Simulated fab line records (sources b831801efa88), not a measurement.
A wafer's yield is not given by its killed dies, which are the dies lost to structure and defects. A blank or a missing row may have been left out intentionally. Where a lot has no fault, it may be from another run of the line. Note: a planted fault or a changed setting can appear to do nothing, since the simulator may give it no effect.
fab line records -- flow sky130
record: lots: 7, wafers: 15, lastDay: 50
route steps=708 shown METAL1@446 VIA1@458 PAD_OPEN@708
lots untouched by any fault: they come from a run of this same line in which no faults occurred
startH: the number of hours between the record's first day and the start of the first shown wafer of the lot -- waitH: hours elapsed since this lot's preceding step -- " same as the row above -- L1.1+2: several wafers, shown together as one row -- - no value, or no start was given -- * or withheld: withheld -- < > ~ a bound
route shown NAME@n: names a module that has steps shown in the file, with the first one's number in the route -- usual: mean/standard deviation taken from wafers without a fault -- same: alike in all rows -- chamber/n: place in a boat -- sites: per-site readings -- _std_site: the values' standard deviation -- _edge_site: outer sites' mean less inner sites' -- radiusMm: how far each site lies from the wafer's centre -- mask NAME#n: copy n -- behind: the tool/chamber that last shaped the wafer -- hold: cause of the lot's hold/its duration in hours/its outcome -- device: whichever transistor did not switch (one of n, p or np) -- end of line: tests run on the same wafers once the route is complete -- a step with no rows: only its recipe -- killed: not the wafer's yield, but the dies lost to structure and defects at the first sort -- map: shows each die of a wafer: x if killed, . if not, _ if none is there
set.NAME: the run value of the setting; set.NAME@STEP: its run value at that earlier step -- model.NAME: the simulator's own value behind a step, which no gauge read
lots at some steps of the route; a table a step, a row a wafer
services: the hour from which a tool's chamber was out of use, counted from the record's first day as startH (under 0 if before that day), plus the number of hours and why
== steps ==
step: SKY_METAL1_EXPOSE_12
recipe: maskId: MM1, na: 0.8, sourceShape: annular, sigmaInner: 0.55, sigmaOuter: 0.85, targetCdNm: 140, doseMj: 28
step: SKY_METAL1_PEB_13
recipe: pebTempC: withheld, pebTimeS: withheld, resist: KrF-thick
step: SKY_METAL1_DEVELOP_14
recipe: developTimeS: 60, resist: KrF-thick, devTempC: 21
step: SKY_METAL1_CD_MEAS_15
recipe: targetCdNm: 140
usual: cdNm: 140.3/1.8
lot.wafer,tool,chamber,startH,waitH,cdNm
L397.1,cdSem-01,-,854.65,-,140.1
L397.4,cdSem-01,-,854.65,-,139.4
L397.5,cdSem-01,-,854.65,-,138.4
L400.1,cdSem-02,-,857.38,-,137.0
L400.2,cdSem-02,-,857.38,-,137.8
L400.6,cdSem-02,-,857.38,-,136.4
L399.1,cdSem-01,-,857.47,-,137.6
L399.4,cdSem-01,-,857.47,-,136.0
L399.5,cdSem-01,-,857.47,-,137.7
L406.5,cdSem-02,-,904.73,-,138.9
L407.6,cdSem-02,-,908.73,-,139.1
L408.4,cdSem-02,-,909.74,-,138.4
L412.1,cdSem-01,-,938.83,-,137.9
L412.2,cdSem-01,-,938.83,-,140.6
L412.3,cdSem-01,-,938.83,-,140.4
step: SKY_METAL1_OVL_MEAS_16
usual: METAL1_OVL: -1/5.4
lot.wafer,tool,chamber,startH,waitH,METAL1_OVL[nm]
L397.1,overlay-01,-,854.77,0.1,2
L397.4,overlay-01,-,854.77,0.1,-1
L397.5,overlay-01,-,854.77,0.1,-1
L400.1,overlay-01,-,857.50,0.1,0
L400.2,overlay-01,-,857.50,0.1,2
L400.6,overlay-01,-,857.50,0.1,5
L399.1,overlay-02,-,857.59,0.1,0
L399.4,overlay-02,-,857.59,0.1,1
L399.5,overlay-02,-,857.59,0.1,6
L406.5,overlay-02,-,904.80,0.0,-5
L407.6,overlay-01,-,908.78,0.0,-2
L408.4,overlay-02,-,909.82,0.1,-5
L412.1,overlay-01,-,938.95,0.1,4
L412.2,overlay-01,-,938.95,0.1,4
L412.3,overlay-01,-,938.95,0.1,0
step: SKY_METAL1_DESCUM_17
recipe: chemistry: O2, sourcePowerW: 150, biasPowerW: 0, pressureMtorr: 10, tempC: 40, timeS: 8
usual: drypumpMotorCurrentA: 5.8/0.54, oesProductAu: 1.003/0.011, tempC: 39.99/0.11
lot.wafer,tool,chamber,startH,waitH,drypumpMotorCurrentA,oesProductAu,rfHoursCounterH,tempC
L397.1,rieMetal-03,1,854.80,0.0,5.4,1.004,8,40.04
L397.4,rieMetal-03,1,854.80,0.0,5.5,1.012,-,40.00
L397.5,rieMetal-03,0,854.80,0.0,4.9,0.993,-,40.18
L400.1,rieMetal-03,0,857.54,0.0,4.9,0.997,0,40.03
L400.2,rieMetal-03,1,857.54,0.0,5.5,1.012,8,39.97
L400.6,rieMetal-03,1,857.54,0.0,5.5,1.006,-,40.02
L399.1,rieMetal-01,1,857.63,0.0,5.6,0.977,5,40.08
L399.4,rieMetal-01,0,857.63,0.0,6.5,1.002,-,39.97
L399.5,rieMetal-01,1,857.63,0.0,5.6,0.985,-,40.09
L406.5,rieMetal-04,1,904.83,0.0,6.3,0.998,-,40.12
L407.6,rieMetal-04,0,908.81,0.0,5.5,1.016,-,39.92
L408.4,rieMetal-04,1,909.85,0.0,6.3,0.997,-,40.11
L412.1,rieMetal-01,1,938.98,0.0,5.6,1.000,9,40.08
L412.2,rieMetal-01,0,938.98,0.0,6.5,0.989,2,40.08
L412.3,rieMetal-01,0,938.98,0.0,6.5,0.996,-,40.15
step: SKY_METAL1_ETCH_18
recipe: chemistry: N2/H2, target: BARC, ionEnergyEv: 200, biasW: 100, pressureMtorr: 30, n2FlowSccm: 100, h2FlowSccm: 200, icpW: 500, stopOn: SiO2, timeS: 45.9, targetDepthA: 600
usual: drypumpMotorCurrentA: 5.8/0.54, oesProductAu: 0.855/0.0047, throttleValvePct: 13.225/0.0087
lot.wafer,tool,chamber,startH,waitH,drypumpMotorCurrentA,oesProductAu,rfHoursCounterH,throttleValvePct
L397.1,rieMetal-03,1,854.84,0.0,5.5,0.859,8,13.217
L397.4,rieMetal-03,1,854.84,0.0,5.5,0.861,-,13.226
L397.5,rieMetal-03,0,854.84,0.0,4.9,0.858,-,13.234
L400.1,rieMetal-03,0,857.57,0.0,4.9,0.857,0,13.236
L400.2,rieMetal-03,1,857.57,0.0,5.5,0.860,8,13.231
L400.6,rieMetal-03,1,857.57,0.0,5.4,0.859,-,13.210
L399.1,rieMetal-01,1,857.66,0.0,5.5,0.852,6,13.221
L399.4,rieMetal-01,0,857.66,0.0,6.5,0.857,-,13.218
L399.5,rieMetal-01,1,857.66,0.0,5.6,0.850,-,13.238
L406.5,rieMetal-04,1,904.88,0.0,6.3,0.863,-,13.221
L407.6,rieMetal-04,0,908.86,0.0,5.6,0.854,-,13.230
L408.4,rieMetal-04,1,909.89,0.0,6.4,0.851,-,13.208
L412.1,rieMetal-01,1,939.01,0.0,5.6,0.856,9,13.228
L412.2,rieMetal-01,0,939.01,0.0,6.5,0.856,2,13.233
L412.3,rieMetal-01,0,939.01,0.0,6.5,0.862,-,13.222
step: SKY_METAL1_METAL_ETCH_19
recipe: targetDepthA: 3600, stopOn: SiO2, overEtchFrac: 0.3, timeS: 78, chemistry: Cl2/BCl3, resistSidewallDeg: 88, pressureMtorr: 10, icpW: 900, biasW: 48.5, Cl2_flow_sccm: 60, bcl3FlowSccm: 30
usual: drypumpMotorCurrentA: 5.8/0.53, oesProductAu: 0.854/0.0062, throttleValvePct: 22.265/0.0088
lot.wafer,tool,chamber,startH,waitH,drypumpMotorCurrentA,oesProductAu,rfHoursCounterH,throttleValvePct
L397.1,rieMetal-03,1,854.90,0.0,5.5,0.846,8,22.269
L397.4,rieMetal-03,1,854.90,0.0,5.5,0.854,-,22.265
L397.5,rieMetal-03,0,854.90,0.0,4.9,0.855,-,22.267
L400.1,rieMetal-03,0,857.63,0.0,4.9,0.858,0,22.270
L400.2,rieMetal-03,1,857.63,0.0,5.5,0.845,8,22.274
L400.6,rieMetal-03,1,857.63,0.0,5.5,0.850,-,22.264
L399.1,rieMetal-01,1,857.72,0.0,5.6,0.853,6,22.248
L399.4,rieMetal-01,0,857.72,0.0,6.5,0.854,-,22.265
L399.5,rieMetal-01,1,857.72,0.0,5.6,0.863,-,22.262
L406.5,rieMetal-04,1,904.96,0.1,6.3,0.858,-,22.239
L407.6,rieMetal-04,0,908.94,0.1,5.5,0.853,-,22.267
L408.4,rieMetal-04,1,909.96,0.1,6.3,0.845,-,22.270
L412.1,rieMetal-01,1,939.08,0.0,5.6,0.862,9,22.255
L412.2,rieMetal-01,0,939.08,0.0,6.5,0.854,2,22.270
L412.3,rieMetal-01,0,939.08,0.0,6.5,0.866,-,22.261
step: SKY_METAL1_STRIP_20
recipe: chemistry: O2/N2, powerW: 1400, pressureMtorr: 1500, platenTempC: withheld, o2FlowSccm: 3000, n2FlowSccm: 300, overashFraction: 0.5
usual: drypumpMotorCurrentA: 5.60/0.22, oesProductAu: 0.342/0.0054, stripTimeToEndpointS: 2.69/0.051
lot.wafer,tool,chamber,startH,waitH,drypumpMotorCurrentA,oesProductAu,rfHoursCounterH,stripTimeToEndpointS
L397.1,plasmaAsher-04,0,854.99,0.1,5.70,0.332,74,2.63
L397.4,plasmaAsher-04,0,854.99,0.1,5.71,0.337,-,2.63
L397.5,plasmaAsher-04,0,854.99,0.1,5.70,0.338,-,2.72
L400.1,plasmaAsher-04,1,857.72,0.1,5.30,0.347,75,2.72
L400.2,plasmaAsher-04,0,857.72,0.1,5.70,0.344,75,2.64
L400.6,plasmaAsher-04,1,857.72,0.1,5.31,0.341,-,2.66
L399.1,plasmaAsher-04,0,857.82,0.1,5.69,0.347,75,2.71
L399.4,plasmaAsher-04,0,857.82,0.1,5.70,0.349,-,2.70
L399.5,plasmaAsher-04,0,857.82,0.1,5.70,0.348,-,2.76
L406.5,plasmaAsher-02,0,905.06,0.1,5.90,0.340,-,2.71
L407.6,plasmaAsher-02,0,909.04,0.1,5.90,0.344,-,2.63
L408.4,plasmaAsher-04,1,910.06,0.1,5.32,0.336,-,2.63
L412.1,plasmaAsher-03,0,939.17,0.1,5.42,0.344,49,2.70
L412.2,plasmaAsher-03,1,939.17,0.1,5.84,0.354,49,2.72
L412.3,plasmaAsher-03,0,939.17,0.1,5.45,0.345,-,2.72
step: SKY_METAL1_STRIP_21
recipe: chemistry: postEtchResidueRemover, timeS: 1200, tempC: 72.5
step: SKY_METAL1_CLEAN_22
recipe: chemistry: IPA, timeS: 180, tempC: 25
step: SKY_METAL1_CLEAN_23
recipe: chemistry: O3/DIW, dry: n2Spin
step: SKY_VIA1_HDPCVD_00
recipe: material: SiO2, targetThkNm: 1030, sigmaOpenFrac: 0.3, timeS: 171.7, tempC: 400, sih4FlowSccm: 60, pressureMtorr: 6
usual: runLengthS: 199.9/0.48
lot.wafer,tool,chamber,startH,waitH,runLengthS,model.SiO2_of_VIA1_HDPCVD_00.thkNm
L397.1,hdpcvd-02,1,855.63,0.0,200.3,1033
L397.4,hdpcvd-02,1,855.63,0.0,199.9,1034
L397.5,hdpcvd-02,2,855.63,0.0,200.4,1034
L400.1,hdpcvd-02,1,858.36,0.0,200.3,1026
L400.2,hdpcvd-02,2,858.36,0.0,200.2,1026
L400.6,hdpcvd-02,0,858.36,0.0,200.6,1046
L399.1,hdpcvd-01,1,858.47,0.0,199.7,1032
L399.4,hdpcvd-01,1,858.47,0.0,199.6,1037
L399.5,hdpcvd-01,2,858.47,0.0,199.4,1042
L406.5,hdpcvd-01,2,905.76,0.1,187.4,963.8
L407.6,hdpcvd-01,2,909.86,0.1,187.4,953.6
L408.4,hdpcvd-01,2,910.77,0.1,187.7,957.6
L412.1,hdpcvd-02,1,939.76,0.0,200.6,1020
L412.2,hdpcvd-02,2,939.76,0.0,200.7,1020
L412.3,hdpcvd-02,0,939.76,0.0,200.3,1029
step: SKY_VIA1_THK_MEAS_01
recipe: reads: SiO2_of_VIA1_HDPCVD_00
usual: VIA1_HDPCVD_THK: 1031/10
lot.wafer,tool,chamber,startH,waitH,VIA1_HDPCVD_THK[nm]
L397.1,filmMetro-04,-,855.74,0.1,1034
L397.4,filmMetro-04,-,855.74,0.1,1035
L397.5,filmMetro-04,-,855.74,0.1,1035
L400.1,filmMetro-02,-,858.47,0.1,1026
L400.2,filmMetro-02,-,858.47,0.1,1026
L400.6,filmMetro-02,-,858.47,0.1,1046
L399.1,filmMetro-03,-,858.58,0.1,1033
L399.4,filmMetro-03,-,858.58,0.1,1037
L399.5,filmMetro-03,-,858.58,0.1,1042
L406.5,filmMetro-03,-,905.85,0.0,963
L407.6,filmMetro-02,-,909.97,0.1,954
L408.4,filmMetro-02,-,910.86,0.0,958
L412.1,filmMetro-03,-,939.88,0.1,1020
L412.2,filmMetro-03,-,939.88,0.1,1020
L412.3,filmMetro-03,-,939.88,0.1,1029
step: SKY_VIA1_CMP_02
recipe: material: SiO2, downForcePsi: 4, platenRpm: 60, padVelocityMS: 0.94248
usual: edgeZonePressureFrac: 1.000/0.0055, motorCurrentA: 12.5/1.3
lot.wafer,tool,chamber,startH,waitH,edgeZonePressureFrac,motorCurrentA
L397.4,cmp-01,0,855.80,0.0,1.000,10.2
L397.1,cmp-01,3,855.80,0.0,0.992,10.4
L397.5,cmp-01,0,855.80,0.0,0.993,10.0
L400.1,cmp-02,3,858.58,0.1,0.998,13.1
L400.2,cmp-02,0,858.58,0.1,1.002,12.5
L400.6,cmp-02,3,858.58,0.1,0.997,13.0
L399.1,cmp-01,0,858.78,0.2,1.006,9.7
L399.4,cmp-01,2,858.78,0.2,0.998,13.9
L399.5,cmp-01,3,858.78,0.2,0.994,10.4
L406.5,cmp-02,2,906.07,0.2,1.013,13.4
L407.6,cmp-02,0,910.18,0.2,1.005,12.4
L408.4,cmp-02,1,911.58,0.7,1.004,13.2
L412.2,cmp-02,1,939.94,0.0,0.994,14.7
L412.1,cmp-02,2,939.94,0.0,1.011,12.5
L412.3,cmp-02,3,939.94,0.0,1.000,13.8
step: SKY_PAD_OPEN_PROBE_99
usual: killed_at_M0_to_M3: 42/6.2, killed_at_M4_up: 3.0/1.8, killedAtContacts: 25/5.9, killedAtFrontEnd: 15/4.5, killedAtOther: 0.2/0.45, killedDies: 85/9.9, killedOpen: 47/6.7, killedShort: 39/6.4
same: grossDies: 492, killedAtBackSide: 0
lot.wafer,tool,chamber,startH,waitH,killed_at_M0_to_M3,killed_at_M4_up,killedAtContacts,killedAtFrontEnd,killedAtOther,killedDies,killedOpen,killedShort
L397.1,prober-01,-,1148.84,0.1,40,1,20,17,0,78,38,40
L397.4,prober-01,-,1148.99,0.2,40,1,22,23,0,86,51,35
L397.5,prober-01,-,1149.04,0.2,49,1,34,17,0,101,61,40
L400.1,prober-01,-,1151.84,0.1,43,2,28,25,0,98,54,44
L400.2,prober-01,-,1151.89,0.1,47,5,17,17,0,86,39,47
L400.6,prober-01,-,1152.09,0.2,37,3,26,31,0,97,58,39
L399.1,prober-02,-,1153.49,0.1,48,0,20,5,0,73,47,26
L399.4,prober-02,-,1153.64,0.2,51,3,24,3,0,81,43,38
L399.5,prober-02,-,1153.69,0.2,50,4,28,16,0,98,53,45
L406.5,prober-02,-,1188.15,0.2,42,3,27,7,0,79,44,35
L407.6,prober-01,-,1188.46,0.2,48,2,17,12,1,80,44,36
L408.4,prober-02,-,1189.80,0.2,53,3,23,14,1,94,47,47
L412.1,prober-02,-,1207.15,0.1,39,4,28,16,0,87,45,42
L412.2,prober-02,-,1207.20,0.1,38,4,11,12,0,65,28,37
L412.3,prober-02,-,1207.25,0.2,42,4,22,10,0,78,45,33
killed by level:class
L397.1 VIA1:geometricParticle:open=9 FIELD_ISO:geometricParticle:short=8 VIA3:geometricParticle:open=8 VIA2:geometricParticle:short=5 LI_CONTACT:geometricParticle:open=5 LOCAL_INTERCONNECT:geometricParticle:short=5 CONTACT:geometricParticle:short=5 METAL2:geometricParticle:short=5
L397.4 LI_CONTACT:geometricParticle:open=10 CONTACT:geometricParticle:open=8 VIA2:geometricParticle:open=8 VIA1:geometricParticle:open=8 FIELD_ISO:geometricParticle:open=7 FIELD_ISO:geometricParticle:short=6 VIA3:geometricParticle:open=5 METAL1:geometricParticle:short=4
L397.5 CONTACT:geometricParticle:open=16 VIA3:geometricParticle:open=10 FIELD_ISO:geometricParticle:open=7 VIA1:geometricParticle:open=7 POLY_GATE:geometricParticle:open=6 CONTACT:geometricParticle:short=6 METAL2:geometricParticle:short=6 VIA2:geometricParticle:open=6
L400.1 VIA1:geometricParticle:open=10 CONTACT:geometricParticle:open=9 LI_CONTACT:geometricParticle:open=7 CONTACT:geometricParticle:short=7 VIA3:geometricParticle:open=7 POLY_GATE:geometricParticle:short=6 POLY_GATE:geometricParticle:open=6 FIELD_ISO:geometricParticle:short=5
L400.2 VIA1:geometricParticle:short=8 VIA2:geometricParticle:open=8 FIELD_ISO:geometricParticle:open=6 METAL2:geometricParticle:short=6 VIA3:geometricParticle:short=6 LI_CONTACT:geometricParticle:open=5 LOCAL_INTERCONNECT:geometricParticle:short=5 CONTACT:geometricParticle:open=5
L400.6 VIA1:geometricParticle:open=13 POLY_GATE:geometricParticle:short=9 VIA2:geometricParticle:open=9 FIELD_ISO:geometricParticle:open=8 LI_CONTACT:geometricParticle:open=8 POLY_GATE:geometricParticle:open=7 CONTACT:geometricParticle:open=6 LI_CONTACT:geometricParticle:short=4
L399.1 VIA1:geometricParticle:open=14 VIA3:geometricParticle:open=10 CONTACT:geometricParticle:open=8 LI_CONTACT:geometricParticle:open=6 METAL3:geometricParticle:short=5 VIA3:geometricParticle:short=5 VIA1:geometricParticle:short=4 VIA2:geometricParticle:open=3
L399.4 METAL2:geometricParticle:short=12 VIA1:geometricParticle:open=12 CONTACT:geometricParticle:open=9 LI_CONTACT:geometricParticle:open=7 VIA1:geometricParticle:short=6 VIA2:geometricParticle:open=6 VIA3:geometricParticle:open=5 METAL1:geometricParticle:short=4
L399.5 LI_CONTACT:geometricParticle:open=12 VIA2:geometricParticle:open=9 METAL1:geometricParticle:short=8 CONTACT:geometricParticle:open=7 VIA1:geometricParticle:open=6 FIELD_ISO:geometricParticle:open=5 POLY_GATE:geometricParticle:short=5 METAL2:geometricParticle:short=5
L406.5 VIA1:geometricParticle:open=13 CONTACT:geometricParticle:open=9 VIA2:geometricParticle:open=7 METAL2:geometricParticle:short=7 LI_CONTACT:geometricParticle:open=6 CONTACT:geometricParticle:short=6 LI_CONTACT:geometricParticle:short=4 METAL1:geometricParticle:short=4
L407.6 VIA1:geometricParticle:open=9 VIA2:geometricParticle:open=8 METAL1:geometricParticle:short=7 VIA1:geometricParticle:short=6 METAL3:geometricParticle:short=6 VIA3:geometricParticle:open=6 LI_CONTACT:geometricParticle:open=5 CONTACT:geometricParticle:open=5
L408.4 VIA2:geometricParticle:open=8 METAL2:geometricParticle:short=8 METAL1:geometricParticle:short=8 CONTACT:geometricParticle:open=7 VIA1:geometricParticle:open=7 VIA1:geometricParticle:short=6 POLY_GATE:geometricParticle:open=5 LI_CONTACT:geometricParticle:open=5
L412.1 VIA3:geometricParticle:open=8 CONTACT:geometricParticle:open=8 VIA1:geometricParticle:open=8 LI_CONTACT:geometricParticle:open=7 FIELD_ISO:geometricParticle:short=6 LOCAL_INTERCONNECT:geometricParticle:short=6 VIA1:geometricParticle:short=6 POLY_GATE:geometricParticle:open=5
L412.2 METAL2:geometricParticle:short=8 VIA3:geometricParticle:open=7 METAL1:geometricParticle:short=5 VIA1:geometricParticle:short=5 FIELD_ISO:geometricParticle:short=4 CONTACT:geometricParticle:open=4 VIA1:geometricParticle:open=4 FIELD_ISO:geometricParticle:open=3
L412.3 VIA1:geometricParticle:open=11 CONTACT:geometricParticle:open=8 VIA2:geometricParticle:open=8 METAL2:geometricParticle:short=7 METAL1:geometricParticle:short=5 FIELD_ISO:geometricParticle:short=4 LI_CONTACT:geometricParticle:open=4 CONTACT:geometricParticle:short=4
== services ==
tool,chamber,startH,hours,kind
cmp-01,-,831.57,1.0,repair
hdpcvd-02,-,834.14,4.3,pm
plasmaAsher-02,-,834.47,28.1,pm
plasmaAsher-03,-,844.57,17.3,repair
plasmaAsher-03,-,853.13,0.9,repair
hdpcvd-01,-,866.28,2.8,pm
rieMetal-01,0,875.82,-,clean
rieMetal-01,0,875.82,11.7,scheduledDown
rieMetal-01,0,875.82,11.7,ventCycle
rieMetal-04,1,877.20,5.1,repair
rieMetal-03,-,883.71,1.4,pm
cmp-01,-,898.91,0.6,repair
cmp-01,-,899.61,5.9,pm
hdpcvd-02,-,909.05,6.0,pm
cmp-01,-,913.77,4.0,pm
cmp-01,-,917.77,-,consumableReplace:conditioner
cmp-01,-,917.77,-,consumableReplace:pad
hdpcvd-01,1,925.73,15.4,repair
rieMetal-04,0,931.60,5.4,repair
== key ==
firstSign: step: SKY_VIA1_HDPCVD_00, reading: runLengthS, direction: down, sigmas: 26, usual: *, struck: *
effect: step: SKY_VIA1_THK_MEAS_01, reading: VIA1_HDPCVD_THK, direction: down, sigmas: 7, usual: 1031, struck: 958
modelEffect: step: SKY_VIA1_HDPCVD_00, value: SiO2_of_VIA1_HDPCVD_00.thkNm, without: 1031, struck: 958.3
metAt SKY_VIA1_HDPCVD_00
struckWafers L406.5,L407.6,L408.4
testerLeftOut L406,L407,L408
onsetBetween 858.47 905.76
earlierFault: kind: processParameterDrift, tool: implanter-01, chamber: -, onsetH: 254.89, steps: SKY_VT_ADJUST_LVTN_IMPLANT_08, channel: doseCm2, offset: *, shape: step, endH: 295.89, actsIn: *, stated: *
earlierFault: kind: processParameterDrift, tool: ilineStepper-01, chamber: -, onsetH: 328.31, steps: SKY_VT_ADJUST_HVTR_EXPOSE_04, channel: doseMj, offset: 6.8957, shape: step, actsIn: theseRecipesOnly, stated: 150
fault: kind: processParameterDrift, tool: hdpcvd-01, chamber: 2, onsetH: 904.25, steps: SKY_VIA1_HDPCVD_00, channel: timeS, offset: *, shape: step, actsIn: *, stated: *
testerLeftOut: of these lots the tester's yield and bins aren't shown, on N5 and GAA mostly nor the transistor test; their killed dies are dies lost to structure and defects alone, not to doping, threshold or leakage, so they don't give the yield
